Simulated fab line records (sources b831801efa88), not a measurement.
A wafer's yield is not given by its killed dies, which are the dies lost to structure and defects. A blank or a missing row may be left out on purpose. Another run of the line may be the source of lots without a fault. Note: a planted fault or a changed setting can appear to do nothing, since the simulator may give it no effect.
A single fault, viewed from 2 desks / flow gf180mcu / what lay behind the numbers comes last; until then each desk has only its own

## DESK OF THE TOOL OWNER: cvdW-01
The tool's own readings at GF_V3_CVD_23 (deposits W, target thk 350 nm, time 104.9 s): means of the sampled wafers that have a number, for each lot that ran on this tool. Marked OUT: a lot whose mean sits more than 4 standard deviations from the usual mean, which makes it out of limits; the brackets give that distance.
Columns: A = heaterPowerOuterW at GF_V3_CVD_23, usual 568 W; B = heaterPowerW at GF_V3_CVD_23, usual 908 W; C = susceptorTempC at GF_V3_CVD_23, usual 400.01 C
lot=L863; first seen here=day 22 13:34; A=678; B=1067; C=400.16
lot=L867; first seen here=day 24 02:17; A=642; B=1013; C=400.16
lot=L871; first seen here=day 25 08:37; A=644; B=1013; C=399.92
lot=L872; first seen here=day 25 20:02; A=639; B=1003; C=400.07
lot=L873; first seen here=day 26 01:01; A=682; B=1074; C=400.20
lot=L881; first seen here=day 28 16:08; A=964; B=1483; C=446.68 (+99 or more) OUT
lot=L883; first seen here=day 29 00:09; A=937; B=1400; C=446.57 (+99 or more) OUT
Finding of this desk: L881, L883 out of limits; the first was L881 at day 28 16:08, on susceptorTempC at GF_V3_CVD_23. L863, L867, L871, L872, L873 stayed within limits.

## THE METROLOGY DESK
Means of the sampled wafers that have a number, per lot and without regard to the tool the lot ran on: this is what the gauges read. Marked OUT: a lot whose mean sits more than 4 standard deviations from the usual mean, which makes it out of limits; the brackets give that distance.
Columns: A = V3_W_RS at GF_V3_RS_MEAS_24, usual 0.326 ohm/sq; B = V3_W_THK at GF_V3_THK_MEAS_25, usual 350 nm; C = M4_ALCU_RS at GF_M4_RS_MEAS_05, usual 0.0689 ohm/sq
lot=L863; first seen here=day 22 13:41; A=0.323; B=355; C=0.0696
lot=L866; first seen here=day 23 13:27; A=0.326; B=357; C=0.0687
lot=L867; first seen here=day 24 02:25; A=0.331; B=351; C=0.0684
lot=L871; first seen here=day 25 08:44; A=0.328; B=345; C=0.0695
lot=L872; first seen here=day 25 20:10; A=0.334; B=338; C=0.0698
lot=L873; first seen here=day 26 01:09; A=0.322; B=347; C=0.0696
lot=L876; first seen here=day 27 00:55; A=0.328; B=344; C=0.0690
lot=L881; first seen here=day 28 16:14; A=0.194 (-29) OUT; B=-; C=0.0691
lot=L883; first seen here=day 29 00:16; A=0.195 (-29) OUT; B=-; C=0.0688
lot=L885; first seen here=day 29 10:13; A=0.324; B=355; C=0.0692
Per this desk, out of limits: L881, L883; the first was L881, day 28 16:14 (V3_W_RS at GF_V3_RS_MEAS_24). L863, L866, L867, L871, L872, L873, L876, L885 stayed within limits.

## ALL TOGETHER
The tool owner's desk could have raised an alarm at day 28 16:08, on L881, L883.
An alarm was possible from the metrology desk at day 28 16:14, on L881, L883.
GF_V3_CVD_23 was run on cvdW-01 by each of the lots named.

## WHAT THE SIMULATOR HAD PUT IN
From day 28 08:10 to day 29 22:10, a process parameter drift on cvdW-01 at GF_V3_CVD_23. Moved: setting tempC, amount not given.
Struck lots among those shown: L881, L883.
Counting hours from when the fault started, the first reading out of limits came at 8 for the tool owner's desk and at 8 for the metrology desk.
